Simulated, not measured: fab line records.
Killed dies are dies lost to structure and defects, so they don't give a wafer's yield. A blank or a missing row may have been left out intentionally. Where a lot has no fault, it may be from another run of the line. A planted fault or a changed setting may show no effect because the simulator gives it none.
fab line records	flow sky130
record lots=6	wafers=18	lastDay=50
route steps=708 shown FIELD_ISO@21 NWELL@32 DNWELL@35 PWDE@45 SONOS_ONO@183 PAD_OPEN@708
lots untouched by any fault: they come from a run of this same line in which no faults occurred
startH: hours from the record's first day to the start of the lot's first wafer shown	waitH: time in hours since the lot's previous step	" the same as in the row above	L1.1+2: several wafers, shown together as one row	- no value, or no start given	* or withheld: withheld	< > ~ a bound
route shown NAME@n: names a module that has steps shown in the file, with the first one's number in the route	usual: the fault-free wafers' mean and standard deviation	same: alike in all rows	chamber/n: place in a boat	sites: the reading at each site	_std_site: the values' standard deviation	_edge_site: the outer-site mean with the inner-site mean subtracted	radiusMm: for every site, how far away it sits from the centre of the wafer	mask NAME#n: copy n	behind: tool/chamber where the wafer was last shaped	hold: why the lot was held/for how many hours/how that ended	device: the n, p or np transistor that did not switch	end of line: at the end of the route, the tests of the same wafers	a step without rows: its recipe alone	killed: not the wafer's yield, but the dies lost to structure and defects at the first sort	map: a wafer's dies, marking killed ones x, the rest . and places with no die _
set.NAME: the setting that was run; set.NAME@STEP: the one run at that earlier step	model.NAME: the simulator's own value behind a step, which no gauge read
lots at some steps of the route; a table a step, a row a wafer
services: the hour from which a tool's chamber was out of use, counted from the record's first day as startH (under 0 if before that day), plus the number of hours and why
## steps
# step SKY_FIELD_ISO_CLEAN_20
# recipe chemistry=dHF	timeS=20	dilution=100:1
# step SKY_FIELD_ISO_WET_ETCH_21
# recipe chemistry=dHF	dilution=100:1	targetDepthNm=20	dry=ipaMarangoni	target=SiO2	tempC=25	timeS=400
# step SKY_FIELD_ISO_OXIDATION_22
# recipe tempC=950	ambient=O2	stabiliseS=600	purgeS=300	targetThkA=100	oxTimeS=623
# step SKY_FIELD_ISO_THK_MEAS_23
# recipe reads=SiO2_of_FIELD_ISO_OXIDATION_22
# usual FIELD_ISO_OXIDATION_01_THK=9.93/0.17
lot.wafer	tool	chamber	startH	waitH	FIELD_ISO_OXIDATION_01_THK[nm]
L494.3	filmMetro-01	-	35.47	0.0	10.09
L494.4	"	-	"	"	9.86
L494.5	"	-	"	"	9.91
L496.3	filmMetro-04	-	49.38	0.0	9.88
L496.4	"	-	"	"	9.65
L496.5	"	-	"	"	9.68
L505.2	filmMetro-01	-	92.87	0.0	9.89
L505.3	"	-	"	"	9.91
L505.5	"	-	"	"	9.55
L510.2	filmMetro-04	-	120.69	0.0	9.91
L510.3	"	-	"	"	9.83
L510.6	"	-	"	"	9.98
L512.1	filmMetro-04	-	133.07	0.0	9.94
L512.2	"	-	"	"	10.04
L512.3	"	-	"	"	10.20
L516.3	filmMetro-02	-	150.48	0.0	9.98
L516.4	"	-	"	"	9.96
L516.5	"	-	"	"	9.88
# step SKY_FIELD_ISO_CVD_24
# recipe material=SiO2	targetThkNm=595	tempC=650	sigmaOpenFrac=0.3	timeS=99.2	sih4FlowSccm=60	pressureMtorr=6
# step SKY_FIELD_ISO_THK_MEAS_25
# recipe reads=SiO2_of_FIELD_ISO_CVD_24
# usual FIELD_ISO_CVD_24_THK=593/9
lot.wafer	tool	chamber	startH	waitH	FIELD_ISO_CVD_24_THK[nm]
L494.3	filmMetro-04	-	35.60	0.1	586
L494.4	"	-	"	"	584
L494.5	"	-	"	"	577
L496.3	filmMetro-04	-	49.51	0.1	589
L496.4	"	-	"	"	593
L496.5	"	-	"	"	612
L505.2	filmMetro-02	-	93.00	0.0	577
L505.3	"	-	"	"	595
L505.5	"	-	"	"	579
L510.2	filmMetro-02	-	120.82	0.0	581
L510.3	"	-	"	"	584
L510.6	"	-	"	"	589
L512.1	filmMetro-01	-	133.20	0.0	586
L512.2	"	-	"	"	590
L512.3	"	-	"	"	606
L516.3	filmMetro-04	-	150.62	0.1	580
L516.4	"	-	"	"	604
L516.5	"	-	"	"	590
# step SKY_FIELD_ISO_ANNEAL_26
# recipe tempC=1000	timeS=1800	ambient=N2
# step SKY_FIELD_ISO_CMP_27
# recipe stopOn=Si3N4	tOverpolishS=16	downForcePsi=4	platenRpm=60	targetThkNm=457.8	padVelocityMS=0.94248
# usual motorCurrentA=12.6/1.2	overpolishRunS=16.001/0.0089	timeToEndpointS=115/4.8
lot.wafer	tool	chamber	startH	waitH	motorCurrentA	overpolishRunS	timeToEndpointS
L494.3	cmp-02	0	38.13	0.0	10.9	15.993	112
L494.4	"	1	"	"	14.4	15.972	113
L494.5	"	0	"	"	10.7	16.002	114
L496.3	cmp-02	2	51.10	0.1	13.6	16.011	117
L496.4	"	3	"	"	13.8	16.004	114
L496.5	"	1	"	"	13.6	16.008	114
L505.3	cmp-02	0	95.85	0.1	10.8	16.009	115
L505.2	"	2	"	"	13.8	15.994	113
L505.5	"	0	"	"	11.2	15.987	113
L510.2	cmp-02	1	122.57	0.2	13.9	15.994	108
L510.3	"	2	"	"	13.6	16.007	110
L510.6	"	2	"	"	12.3	16.014	111
L512.1	cmp-01	1	134.81	0.1	11.1	16.007	111
L512.3	"	2	"	"	11.8	16.003	116
L512.2	"	3	"	"	12.1	16.007	121
L516.3	cmp-02	3	153.23	0.1	13.2	16.004	116
L516.4	"	0	"	"	11.3	16.013	123
L516.5	"	1	"	"	14.1	16.001	112
# step SKY_FIELD_ISO_WET_ETCH_28
# recipe chemistry=dHF	targetDepthNm=23.7	target=SiO2	dilution=10:1	tempC=25	timeS=46.19
# step SKY_FIELD_ISO_WET_ETCH_29
# recipe chemistry=H3PO4	targetDepthNm=160	target=Si3N4	tempC=160	timeS=1825
# step SKY_FIELD_ISO_WET_ETCH_30
# recipe chemistry=dHF	targetDepthNm=25	target=SiO2	dilution=10:1	tempC=25	timeS=50
# step SKY_NWELL_CLEAN_00
# recipe chemistry=SC1/SC2	mix=1:4:20	tempC=70	timeS=150	dry=n2Spin
# step SKY_NWELL_OXIDATION_01
# recipe tempC=900	ambient=O2	stabiliseS=600	purgeS=300	targetThkA=100	oxTimeS=1418
# usual spikeTcBottomC=915.1/2.6	spikeTcCentreC=901.7/1.2	spikeTcLowerC=901.0/1	spikeTcTopC=909.1/2.7	spikeTcUpperC=899.1/1.6	tubeCenterTempC=899.99/0.08	tube_center_temp_C_max=902.3/0.33
# same oxTimeS=1418
lot.wafer	tool	chamber	startH	waitH	spikeTcBottomC	spikeTcCentreC	spikeTcLowerC	spikeTcTopC	spikeTcUpperC	tubeCenterTempC	tube_center_temp_C_max	model.SiO2_of_NWELL_OXIDATION_01.thkNm
L494.3	furnace-01	0	39.98	0.8	916.2	901.8	901.2	912.2	899.3	899.96	902.6	9.93
L494.4	"	0	"	"	918.2	900.0	900.0	911.7	899.9	900.03	901.9	10.08
L494.5	"	0	"	"	915.0	901.6	902.5	911.5	902.7	900.02	902.5	9.945
L496.3	furnace-01	0	51.97	0.0	919.5	901.8	902.2	912.2	901.5	900.03	902.0	9.897
L496.4	"	0	"	"	917.2	900.8	901.1	910.1	901.5	900.07	901.9	9.878
L496.5	"	0	"	"	916.4	900.4	902.5	912.2	900.6	899.98	902.4	9.842
L505.2	furnace-02	0	98.61	1.9	912.3	903.3	899.6	907.9	896.2	899.95	902.9	9.761
L505.3	"	0	"	"	913.9	902.8	900.1	906.6	899.5	899.86	902.1	9.708
L505.5	"	0	"	"	911.7	901.7	900.9	907.0	899.1	900.02	902.1	9.749
L510.2	furnace-02	0	123.56	0.1	932.7	922.8	923.1	927.7	917.4	920.43	922.6	12.34
L510.3	"	0	"	"	935.6	923.2	920.7	929.2	919.8	920.32	922.2	12.19
L510.6	"	0	"	"	932.3	923.4	922.0	929.3	917.6	920.23	922.5	12.29
L512.1	furnace-02	0	135.77	0.0	933.3	923.4	920.5	929.1	920.1	920.52	922.8	12.43
L512.2	"	0	"	"	933.8	922.9	920.3	925.2	917.1	920.31	922.5	12.41
L512.3	"	0	"	"	932.6	923.5	921.3	926.9	917.4	920.19	922.1	12.44
L516.3	furnace-01	0	154.09	0.0	916.9	900.7	899.1	911.8	901.5	900.02	901.8	9.99
L516.4	"	0	"	"	917.3	899.7	900.4	912.8	901.6	899.93	902.1	9.944
L516.5	"	0	"	"	916.3	901.4	901.1	911.5	900.1	900.01	901.8	9.913
# step SKY_NWELL_THK_MEAS_02
# recipe reads=SiO2_of_NWELL_OXIDATION_01
# usual NWELL_OXIDATION_THK=9.92/0.15
lot.wafer	tool	chamber	startH	waitH	NWELL_OXIDATION_THK[nm]
L494.3	filmMetro-01	-	41.40	0.0	9.90
L494.4	"	-	"	"	10.15
L494.5	"	-	"	"	10.01
L496.3	filmMetro-02	-	53.39	0.0	9.88
L496.4	"	-	"	"	9.88
L496.5	"	-	"	"	9.83
L505.2	filmMetro-03	-	100.01	0.0	9.74
L505.3	"	-	"	"	9.77
L505.5	"	-	"	"	9.77
L510.2	filmMetro-02	-	124.96	0.0	12.30
L510.3	"	-	"	"	12.20
L510.6	"	-	"	"	12.30
L512.1	filmMetro-03	-	137.16	0.0	12.45
L512.2	"	-	"	"	12.42
L512.3	"	-	"	"	12.42
L516.3	filmMetro-03	-	155.51	0.0	10.00
L516.4	"	-	"	"	9.95
L516.5	"	-	"	"	9.85
# step SKY_DNWELL_DEHYDRATE_00
# recipe tempC=200	timeS=60
# step SKY_DNWELL_HMDS_01
# recipe primeTimeS=60	primeTempC=120
# step SKY_DNWELL_COAT_02
# recipe spinRpm=2000	resistThkNm=3000
# step SKY_DNWELL_SOFTBAKE_03
# recipe tempC=110	timeS=withheld
# step SKY_DNWELL_EXPOSE_04
# recipe maskId=DNM	na=0.57	targetCdNm=3000	doseMj=222
# step SKY_DNWELL_PEB_05
# recipe tempC=115	timeS=withheld
# step SKY_DNWELL_DEVELOP_06
# recipe wallAngleDeg=90	developer=TMAH	developTimeS=60	devTempC=23
# step SKY_DNWELL_IMPLANT_07
# recipe species=P	energyKev=withheld	doseCm2=withheld	tiltDeg=withheld
# step SKY_DNWELL_STRIP_08
# recipe chemistry=O2/N2	powerW=1400	pressureMtorr=1500	platenTempC=withheld	o2FlowSccm=3000	n2FlowSccm=300	overashFraction=0.5
# usual drypumpMotorCurrentA=5.6/0.33	o2FlowSccm=2999/8.3	oesProductAu=0.722/0.0045	stripTimeToEndpointS=36.89/0.08
lot.wafer	tool	chamber	startH	waitH	drypumpMotorCurrentA	o2FlowSccm	oesProductAu	rfHoursCounterH	stripTimeToEndpointS
L494.3	plasmaAsher-03	0	56.97	0.1	5.6	3014	0.720	-	36.94
L494.4	"	1	"	"	6.1	2991	0.722	-	36.76
L494.5	"	0	"	"	5.6	3014	0.727	-	36.88
L496.3	plasmaAsher-04	0	69.57	0.1	5.1	2992	0.719	-	36.83
L496.4	"	1	"	"	5.6	2998	0.727	-	36.98
L496.5	"	1	"	"	5.7	2989	0.722	-	36.90
L505.2	plasmaAsher-01	1	117.89	0.1	5.2	3002	0.720	43	36.90
L505.3	"	1	"	"	5.2	2994	0.720	-	36.93
L505.5	"	1	"	"	5.2	2999	0.721	-	36.90
L510.2	plasmaAsher-03	1	145.28	0.1	6.1	3009	0.720	3	36.91
L510.3	"	1	"	"	6.1	3013	0.732	-	36.92
L510.6	"	0	"	"	5.7	2987	0.722	-	36.91
L512.1	plasmaAsher-03	1	156.88	0.1	6.1	2988	0.722	4	36.87
L512.2	"	0	"	"	5.7	2994	0.726	4	36.93
L512.3	"	1	"	"	6.1	2989	0.723	-	36.78
L516.3	plasmaAsher-03	0	176.40	0.1	5.7	3000	0.723	-	36.71
L516.4	"	1	"	"	6.1	2987	0.726	-	36.79
L516.5	"	1	"	"	6.1	3001	0.726	-	36.73
# step SKY_DNWELL_TW_MEAS_09
# usual DNWELL_TW=1112/8.7
lot.wafer	tool	chamber	startH	waitH	DNWELL_TW
L494.3	filmMetro-02	-	57.06	0.1	1114
L494.4	"	-	"	"	1116
L494.5	"	-	"	"	1118
L496.3	filmMetro-02	-	69.66	0.1	1101
L496.4	"	-	"	"	1108
L496.5	"	-	"	"	1102
L505.2	filmMetro-01	-	118.00	0.1	1122
L505.3	"	-	"	"	1117
L505.5	"	-	"	"	1120
L510.2	filmMetro-01	-	145.39	0.1	1114
L510.3	"	-	"	"	1118
L510.6	"	-	"	"	1117
L512.1	filmMetro-02	-	156.98	0.1	1120
L512.2	"	-	"	"	1125
L512.3	"	-	"	"	1117
L516.3	filmMetro-02	-	176.48	0.1	1122
L516.4	"	-	"	"	1123
L516.5	"	-	"	"	1119
# step SKY_PWDE_DEHYDRATE_00
# recipe tempC=200	timeS=60
# step SKY_PWDE_HMDS_01
# recipe primeTimeS=60	primeTempC=120
# step SKY_PWDE_COAT_02
# recipe spinRpm=2000	resistThkNm=3000
# step SKY_PWDE_SOFTBAKE_03
# recipe tempC=110	timeS=withheld
# step SKY_PWDE_EXPOSE_04
# recipe maskId=PWDEM	na=0.6	sourceShape=conventional	sigmaOuter=0.6	polarization=unpolarized	targetCdNm=840	doseMj=214
# step SKY_PWDE_PEB_05
# recipe tempC=115	timeS=withheld
# step SKY_PWDE_DEVELOP_06
# recipe wallAngleDeg=90	developer=TMAH	developTimeS=60	devTempC=23
# step SKY_PWDE_OVL_MEAS_07
# usual PWDE_OVL=0.6/1.4
lot.wafer	tool	chamber	startH	waitH	PWDE_OVL[nm]
L494.3	overlay-02	-	73.33	-	1.3
L494.4	"	-	"	"	1.1
L494.5	"	-	"	"	2.5
L496.3	overlay-01	-	87.00	-	-0.9
L496.4	"	-	"	"	0.2
L496.5	"	-	"	"	-0.8
L505.2	overlay-02	-	137.04	-	0.9
L505.3	"	-	"	"	1.0
L505.5	"	-	"	"	-0.2
L510.2	overlay-01	-	165.64	-	-0.6
L510.3	"	-	"	"	0.7
L510.6	"	-	"	"	0.4
L512.1	overlay-02	-	178.29	-	2.2
L512.2	"	-	"	"	1.4
L512.3	"	-	"	"	2.4
L516.3	overlay-02	-	195.90	-	0.0
L516.4	"	-	"	"	2.2
L516.5	"	-	"	"	1.6
# step SKY_PWDE_IMPLANT_08
# recipe species=B	energyKev=150	doseCm2=3.534e+12	tiltDeg=withheld
# step SKY_PWDE_STRIP_09
# recipe chemistry=O2/N2	powerW=1400	pressureMtorr=1500	platenTempC=withheld	o2FlowSccm=3000	n2FlowSccm=300	overashFraction=0.5
# usual drypumpMotorCurrentA=5.6/0.33	o2FlowSccm=2999/9.9	oesProductAu=0.723/0.0041	stripTimeToEndpointS=36.91/0.087
lot.wafer	tool	chamber	startH	waitH	drypumpMotorCurrentA	o2FlowSccm	oesProductAu	rfHoursCounterH	stripTimeToEndpointS
L494.3	plasmaAsher-03	0	73.54	0.1	5.7	2988	0.720	-	36.84
L494.4	"	1	"	"	6.1	3023	0.720	-	36.94
L494.5	"	1	"	"	6.1	3007	0.726	-	36.83
L496.3	plasmaAsher-01	1	87.21	0.1	5.2	2988	0.722	-	36.83
L496.4	"	0	"	"	5.6	3017	0.716	-	36.79
L496.5	"	1	"	"	5.2	3001	0.720	-	36.85
L505.2	plasmaAsher-03	1	137.22	0.1	6.1	3000	0.717	2	36.89
L505.3	"	0	"	"	5.7	3017	0.725	-	36.93
L505.5	"	0	"	"	5.7	3004	0.725	-	36.91
L510.2	plasmaAsher-02	0	165.82	0.1	5.2	3003	0.720	48	36.82
L510.3	"	1	"	"	5.9	2988	0.726	-	36.92
L510.6	"	0	"	"	5.1	2987	0.724	-	36.93
L512.1	plasmaAsher-02	0	178.47	0.1	5.1	3002	0.729	49	36.85
L512.2	"	1	"	"	5.9	2993	0.722	49	36.76
L512.3	"	0	"	"	5.1	3002	0.725	-	36.86
L516.3	plasmaAsher-03	1	196.11	0.1	6.1	2999	0.726	-	36.94
L516.4	"	0	"	"	5.7	3010	0.714	-	37.01
L516.5	"	0	"	"	5.7	3029	0.722	-	37.03
# step SKY_PWDE_TW_MEAS_10
# usual PWDE_TW=370.2/2.6
lot.wafer	tool	chamber	startH	waitH	PWDE_TW
L494.3	filmMetro-03	-	73.62	0.1	366.0
L494.4	"	-	"	"	366.8
L494.5	"	-	"	"	365.2
L496.3	filmMetro-03	-	87.29	0.1	367.4
L496.4	"	-	"	"	367.1
L496.5	"	-	"	"	368.8
L505.2	filmMetro-01	-	137.33	0.1	372.0
L505.3	"	-	"	"	371.8
L505.5	"	-	"	"	371.5
L510.2	filmMetro-02	-	165.93	0.1	373.9
L510.3	"	-	"	"	372.4
L510.6	"	-	"	"	372.7
L512.1	filmMetro-02	-	178.57	0.1	373.2
L512.2	"	-	"	"	374.1
L512.3	"	-	"	"	372.0
L516.3	filmMetro-01	-	196.19	0.1	370.2
L516.4	"	-	"	"	370.5
L516.5	"	-	"	"	369.2
# step SKY_NWELL_DEHYDRATE_03
# recipe tempC=200	timeS=60
# step SKY_NWELL_HMDS_04
# recipe primeTimeS=60	primeTempC=120
# step SKY_NWELL_COAT_05
# recipe spinRpm=2000	resistThkNm=3000
# step SKY_NWELL_SOFTBAKE_06
# recipe tempC=110	timeS=withheld
# step SKY_NWELL_EXPOSE_07
# recipe maskId=NWM	na=0.6	sourceShape=conventional	sigmaOuter=0.6	polarization=unpolarized	targetCdNm=840	doseMj=255
# step SKY_NWELL_PEB_08
# recipe tempC=115	timeS=withheld
# step SKY_NWELL_DEVELOP_09
# recipe wallAngleDeg=90	developer=TMAH	developTimeS=60	devTempC=23
# step SKY_SONOS_ONO_ETCH_15
# recipe targetDepthNm=19.52	chemistry=CHF3/O2	sourceW=600	biasW=200	pressureMtorr=40	chf3FlowSccm=50	O2_flow_sccm=5	timeS=7.8
# usual drypumpMotorCurrentA=5.9/0.4	oesProductAu=0.999/0.014	throttleValvePct=8.824/0.0094
lot.wafer	tool	chamber	startH	waitH	drypumpMotorCurrentA	oesProductAu	rfHoursCounterH	throttleValvePct	model.SiO2_of_NWELL_OXIDATION_01.thkNm
L494.3	rieDiel-04	1	290.32	0.0	6.0	0.986	7	8.820	5.502
L494.4	"	0	"	"	6.1	1.021	33	8.825	5.478
L494.5	"	0	"	"	6.2	1.025	-	8.832	5.329
L496.3	rieDiel-04	2	306.94	0.0	5.8	1.018	26	8.841	5.272
L496.4	"	1	"	"	6.0	0.987	-	8.822	5.395
L496.5	"	2	"	"	5.8	1.011	-	8.830	5.257
L505.2	rieDiel-04	2	385.64	0.0	5.8	1.011	28	8.829	5.203
L505.3	"	1	"	"	6.0	1.005	9	8.826	5.202
L505.5	"	1	"	"	6.0	0.988	-	8.833	5.245
L510.2	rieDiel-03	2	422.94	0.0	5.4	0.989	2	8.823	7.895
L510.3	"	0	"	"	5.8	1.001	6	8.834	7.685
L510.6	"	0	"	"	5.8	1.004	-	8.827	7.774
L512.1	rieDiel-02	1	442.69	0.0	5.5	0.980	2	8.809	8.036
L512.2	"	2	"	"	5.0	0.982	1	8.827	7.95
L512.3	"	3	"	"	5.5	1.005	18	8.831	7.844
L516.3	rieDiel-03	3	469.14	0.0	6.6	1.009	61	8.832	5.412
L516.4	"	0	"	"	5.8	0.985	6	8.826	5.476
L516.5	"	3	"	"	6.7	1.010	-	8.838	5.323
# step SKY_PAD_OPEN_PROBE_99
# usual killed_at_M0_to_M3=44/7.3	killed_at_M4_up=3.3/1.8	killedAtContacts=24/5.3	killedAtFrontEnd=16/5	killedAtOther=0.2/0.51	killedDies=87/10	killedOpen=47/7.5	killedShort=40/6.3
# same grossDies=492	killedAtBackSide=0
lot.wafer	tool	chamber	startH	waitH	killed_at_M0_to_M3	killed_at_M4_up	killedAtContacts	killedAtFrontEnd	killedAtOther	killedDies	killedOpen	killedShort	model.etest.pfetG5v0d10v5.offLog10AUm	model.etest.pfetG5v0d10v5.vtSatV	model.etest.pfet_01v8_mvt.vtSatV	model.etest.pfet_16v.vtV	model.etest.pfet_01v8_mvt.vtV	model.etest.pfet_01v8_mvt.vtLongV	model.etest.pfetG5v0d10v5.vtLongV	model.etest.pfet_01v8.vtLongV
L494.3	prober-01	-	1089.94	0.2	44	5	17	12	2	80	45	35	-12.43	-0.6204	-0.5854	-1.098	-0.6724	-0.8742	-0.9294	-1.054
L494.4	prober-01	-	1089.99	0.2	43	4	19	12	1	79	38	41	-12.62	-0.636	-0.6027	-1.104	-0.6836	-0.8814	-0.9344	-1.056
L494.5	prober-01	-	1090.04	0.2	51	8	31	13	0	103	52	51	-12.35	-0.6101	-0.6044	-1.103	-0.6839	-0.8802	-0.9301	-1.058
L496.3	prober-01	-	1099.35	0.2	53	5	26	15	0	99	53	46	-12.69	-0.6465	-0.5883	-1.118	-0.6796	-0.8914	-0.9526	-1.071
L496.4	prober-01	-	1099.40	0.2	48	1	26	18	2	95	59	36	-12.58	-0.6456	-0.5948	-1.122	-0.6842	-0.8997	-0.9553	-1.073
L496.5	prober-01	-	1099.45	0.2	33	4	18	19	0	74	41	33	-12.5	-0.6314	-0.5995	-1.122	-0.6864	-0.8973	-0.9546	-1.07
L505.2	prober-02	-	1155.45	0.1	47	2	20	15	2	86	50	36	-12.45	-0.6231	-0.5971	-1.099	-0.681	-0.8863	-0.9322	-1.062
L505.3	prober-02	-	1155.50	0.2	51	3	18	16	0	88	51	37	-12.5	-0.6239	-0.5948	-1.096	-0.6779	-0.8808	-0.9377	-1.057
L505.5	prober-02	-	1155.60	0.2	40	3	21	19	0	83	48	35	-12.43	-0.5984	-0.6064	-1.107	-0.6881	-0.8888	-0.9488	-1.062
L510.2	prober-01	-	1177.80	0.1	60	4	14	12	0	90	46	44	-12.54	-0.6406	-0.6566	-1.136	-0.7329	-0.9308	-0.9698	-1.086
L510.3	prober-01	-	1177.85	0.2	49	4	24	11	0	88	44	44	-12.63	-0.6399	-0.6499	-1.133	-0.7267	-0.9317	-0.9623	-1.089
L510.6	prober-01	-	1178.00	0.2	52	1	22	15	0	90	50	40	-12.71	-0.6403	-0.6555	-1.137	-0.732	-0.9346	-0.9716	-1.091
L512.1	prober-01	-	1189.78	0.1	44	4	35	12	0	95	51	44	-12.94	-0.6771	-0.6513	-1.13	-0.7293	-0.9319	-0.959	-1.089
L512.2	prober-01	-	1189.83	0.1	51	6	29	24	0	110	62	48	-13.13	-0.6787	-0.645	-1.134	-0.7233	-0.9294	-0.9612	-1.089
L512.3	prober-01	-	1189.88	0.2	40	5	24	19	0	88	33	55	-12.61	-0.6297	-0.6499	-1.125	-0.7269	-0.9258	-0.9551	-1.087
L516.3	prober-01	-	1202.85	0.2	53	9	21	18	0	101	55	46	-12.61	-0.6265	-0.6106	-1.114	-0.6913	-0.8923	-0.9457	-1.065
L516.4	prober-01	-	1202.90	0.2	43	1	37	13	0	94	57	37	-12.41	-0.6042	-0.5843	-1.09	-0.6703	-0.882	-0.9255	-1.061
L516.5	prober-01	-	1202.95	0.2	51	2	18	19	1	91	47	44	-12.62	-0.6372	-0.6099	-1.109	-0.6859	-0.8862	-0.9359	-1.063
# killed by level:class
L494.3 CONTACT:geometricParticle:open=9 VIA1:geometricParticle:open=9 VIA3:geometricParticle:open=8 VIA1:geometricParticle:short=7 FIELD_ISO:geometricParticle:open=5 METAL3:geometricParticle:short=5 FIELD_ISO:geometricParticle:short=4 CONTACT:geometricParticle:short=3
L494.4 CONTACT:geometricParticle:open=10 VIA2:geometricParticle:open=8 METAL2:geometricParticle:short=6 METAL1:geometricParticle:short=6 CONTACT:geometricParticle:short=5 VIA1:geometricParticle:short=5 VIA2:geometricParticle:short=5 LI_CONTACT:geometricParticle:open=4
L494.5 VIA1:geometricParticle:open=13 VIA2:geometricParticle:open=10 CONTACT:geometricParticle:open=9 LI_CONTACT:geometricParticle:open=7 CONTACT:geometricParticle:short=7 VIA3:geometricParticle:open=7 METAL4:geometricParticle:short=6 METAL2:geometricParticle:short=6
L496.3 CONTACT:geometricParticle:open=12 VIA2:geometricParticle:open=11 VIA1:geometricParticle:open=11 METAL1:geometricParticle:short=7 VIA3:geometricParticle:short=6 POLY_GATE:geometricParticle:short=4 LI_CONTACT:geometricParticle:short=4 METAL2:geometricParticle:short=4
L496.4 VIA1:geometricParticle:open=13 CONTACT:geometricParticle:open=11 LI_CONTACT:geometricParticle:open=8 POLY_GATE:geometricParticle:open=7 VIA2:geometricParticle:short=5 METAL2:geometricParticle:short=5 VIA3:geometricParticle:open=5 FIELD_ISO:geometricParticle:open=4
L496.5 CONTACT:geometricParticle:open=8 METAL1:geometricParticle:short=6 FIELD_ISO:geometricParticle:open=5 VIA1:geometricParticle:open=5 VIA3:geometricParticle:open=5 VIA2:geometricParticle:short=4 POLY_GATE:geometricParticle:short=3 SPACER:geometricParticle:open=3
L505.2 VIA3:geometricParticle:open=10 VIA1:geometricParticle:open=9 LI_CONTACT:geometricParticle:open=7 CONTACT:geometricParticle:open=7 FIELD_ISO:geometricParticle:short=5 VIA1:geometricParticle:short=5 METAL2:geometricParticle:short=5 VIA3:geometricParticle:short=4
L505.3 VIA1:geometricParticle:open=13 FIELD_ISO:geometricParticle:open=7 METAL2:geometricParticle:short=7 VIA2:geometricParticle:open=6 VIA3:geometricParticle:open=6 METAL1:geometricParticle:short=6 CONTACT:geometricParticle:open=5 LI_CONTACT:geometricParticle:open=4
L505.5 VIA1:geometricParticle:open=16 POLY_GATE:geometricParticle:short=7 CONTACT:geometricParticle:open=7 LI_CONTACT:geometricParticle:open=6 LOCAL_INTERCONNECT:geometricParticle:short=6 VIA2:geometricParticle:open=5 VIA3:geometricParticle:open=5 FIELD_ISO:geometricParticle:short=4
L510.2 VIA1:geometricParticle:open=16 METAL1:geometricParticle:short=10 VIA2:geometricParticle:open=8 CONTACT:geometricParticle:open=6 VIA3:geometricParticle:open=5 VIA1:geometricParticle:short=5 METAL2:geometricParticle:short=5 FIELD_ISO:geometricParticle:short=4
L510.3 VIA1:geometricParticle:open=10 METAL2:geometricParticle:short=8 VIA2:geometricParticle:open=8 CONTACT:geometricParticle:open=7 LI_CONTACT:geometricParticle:open=6 VIA1:geometricParticle:short=6 VIA3:geometricParticle:open=6 METAL1:geometricParticle:short=5
L510.6 VIA1:geometricParticle:open=13 VIA3:geometricParticle:open=8 METAL2:geometricParticle:short=7 METAL1:geometricParticle:short=6 VIA2:geometricParticle:open=6 LI_CONTACT:geometricParticle:short=5 LOCAL_INTERCONNECT:geometricParticle:short=5 CONTACT:geometricParticle:open=5
L512.1 CONTACT:geometricParticle:open=13 LI_CONTACT:geometricParticle:open=11 VIA1:geometricParticle:open=9 METAL1:geometricParticle:short=8 VIA2:geometricParticle:open=8 METAL2:geometricParticle:short=5 FIELD_ISO:geometricParticle:short=4 CONTACT:geometricParticle:short=4
L512.2 VIA2:geometricParticle:open=14 VIA1:geometricParticle:open=11 FIELD_ISO:geometricParticle:short=10 CONTACT:geometricParticle:open=9 LI_CONTACT:geometricParticle:open=9 LOCAL_INTERCONNECT:geometricParticle:short=8 VIA3:geometricParticle:open=7 METAL2:geometricParticle:short=6
L512.3 METAL1:geometricParticle:short=9 CONTACT:geometricParticle:short=7 POLY_GATE:geometricParticle:short=6 LI_CONTACT:geometricParticle:open=6 METAL2:geometricParticle:short=6 FIELD_ISO:geometricParticle:open=5 FIELD_ISO:geometricParticle:short=5 VIA3:geometricParticle:open=5
L516.3 METAL1:geometricParticle:short=11 VIA1:geometricParticle:open=10 CONTACT:geometricParticle:open=8 VIA3:geometricParticle:open=8 LI_CONTACT:geometricParticle:open=7 FIELD_ISO:geometricParticle:short=6 VIA1:geometricParticle:short=6 VIA2:geometricParticle:open=6
L516.4 CONTACT:geometricParticle:open=20 METAL1:geometricParticle:short=13 VIA2:geometricParticle:open=9 VIA1:geometricParticle:open=7 LI_CONTACT:geometricParticle:open=6 FIELD_ISO:geometricParticle:open=5 LOCAL_INTERCONNECT:geometricParticle:short=5 CONTACT:geometricParticle:short=5
L516.5 METAL1:geometricParticle:short=12 CONTACT:geometricParticle:open=10 VIA3:geometricParticle:open=8 VIA1:geometricParticle:open=7 FIELD_ISO:geometricParticle:short=6 FIELD_ISO:geometricParticle:open=5 POLY_GATE:geometricParticle:short=5 VIA2:geometricParticle:open=5
## services
tool	chamber	startH	hours	kind
rieDiel-04	2	28.07	4.2	repair
rieDiel-04	3	38.23	5.1	repair
furnace-02	-	51.63	3.0	pm
rieDiel-04	-	61.51	5.2	repair
cmp-02	-	64.00	4.0	pm
rieDiel-04	1	75.00	70.5	repair
furnace-01	-	92.40	11.3	pm
plasmaAsher-03	-	104.93	4.3	pm
rieDiel-04	2	106.96	5.0	repair
plasmaAsher-03	-	109.26	9.0	pm
cmp-02	-	111.15	1.4	repair
cmp-02	-	113.18	3.6	pm
rieDiel-04	0	128.96	2.9	repair
rieDiel-04	3	139.24	1.9	repair
plasmaAsher-03	-	161.29	8.1	repair
cmp-02	-	187.20	3.0	repair
cmp-02	-	206.88	0.8	repair
cmp-02	-	284.05	0.5	repair
cmp-02	-	315.71	0.5	repair
cmp-02	-	318.18	0.7	repair
cmp-02	-	321.15	2.7	repair
plasmaAsher-03	-	389.07	4.5	repair
cmp-02	-	404.25	4.0	pm
cmp-02	-	468.92	7.1	pm
## key
firstSign step=SKY_NWELL_OXIDATION_01	reading=tubeCenterTempC	direction=up	sigmas=99+	usual=*	struck=*
effect step=SKY_NWELL_OXIDATION_01	reading=tube_center_temp_C_max	direction=up	sigmas=61	usual=*	struck=*
effect step=SKY_NWELL_THK_MEAS_02	reading=NWELL_OXIDATION_THK	direction=up	sigmas=16	usual=9.92	struck=12.35
modelEffect step=SKY_NWELL_OXIDATION_01	value=SiO2_of_NWELL_OXIDATION_01.thkNm	without=9.949	struck=12.35
modelEffect step=SKY_SONOS_ONO_ETCH_15	value=SiO2_of_NWELL_OXIDATION_01.thkNm	without=5.464	struck=7.864
modelEffect step=SKY_PAD_OPEN_PROBE_99	value=etest.pfetG5v0d10v5.offLog10AUm	without=-12.34	struck=-12.76
metAt SKY_NWELL_OXIDATION_01
struckWafers L510.2,L510.3,L510.6,L512.1,L512.2,L512.3
testerLeftOut L510,L512
onsetBetween 98.61 123.56
fault kind=processParameterDrift	tool=furnace-02	chamber=-	onsetH=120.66	steps=SKY_NWELL_OXIDATION_01	channel=tempC	offset=*	shape=step	endH=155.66	actsIn=*	stated=*
# testerLeftOut: of these lots the tester's yield and bins aren't shown, on N5 and GAA mostly nor the transistor test; their killed dies are dies lost to structure and defects alone, not to doping, threshold or leakage, so they don't give the yield
